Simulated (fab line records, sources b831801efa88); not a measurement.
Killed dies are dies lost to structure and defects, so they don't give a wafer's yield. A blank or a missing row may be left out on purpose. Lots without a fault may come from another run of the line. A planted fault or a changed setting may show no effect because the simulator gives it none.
Chamber matching | flow gf180mcu | GF_V5_ETCH_16 on rie_diel-02: 4 sister chambers
The step etches BARC in N2/H2. 7 wafers are shown with their chamber, then 7 later ones without.

WAFERS WITH THEIR CHAMBER
wafer  | chamber | drypump_motor_current_A (A) | oes_product_au (a.u.)
L076.1 | 1       | 5.5                         | 0.861
L076.2 | 3       | 6.4                         | 0.851
L076.3 | 2       | 6.5                         | 0.862
L076.5 | 3       | 6.4                         | 0.848
L076.6 | 0       | 6.3                         | 0.856
L078.1 | 0       | 6.4                         | 0.852
L078.2 | 2       | 6.4                         | 0.856

WAFERS WITHOUT THEIR CHAMBER
wafer  | drypump_motor_current_A (A) | oes_product_au (a.u.)
L078.5 | 5.5                         | 0.855
L090.1 | 5.5                         | 0.848
L090.2 | 6.5                         | 0.843
L090.3 | 6.3                         | 0.855
L095.1 | 5.5                         | 0.845
L095.3 | 6.4                         | 0.851
L095.5 | 6.4                         | 0.849

WHICH CHAMBER EACH WENT THROUGH
wafer  | from the rows above          | in truth
L078.5 | 1                            | 1
L090.1 | 1                            | 1
L090.2 | can't be placed: 3 or 0      | 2
L090.3 | can't be placed: 0 or 3 or 2 | 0
L095.1 | 1                            | 1
L095.3 | can't be placed: 3 or 0      | 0
L095.5 | can't be placed: 3 or 0      | 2
Placed correctly: 3 of 7. Can't be placed from these rows: 4 (the true chamber is among the candidates in 2). Placed wrongly: 0.
How it was worked out, from the rows above alone: a wafer's distance from a chamber is the root of the sum, over the readings, of the square of ((its reading less the chamber's mean) divided by the reading's scatter). The wafer belongs to the nearest chamber; if the next one is less than 2 further off, it can't be placed. A chamber's mean is the mean of its shown wafers. The scatter: the root of (the sum of the squares of (reading less its chamber's mean) over the shown wafers, divided by (wafers less chambers)).
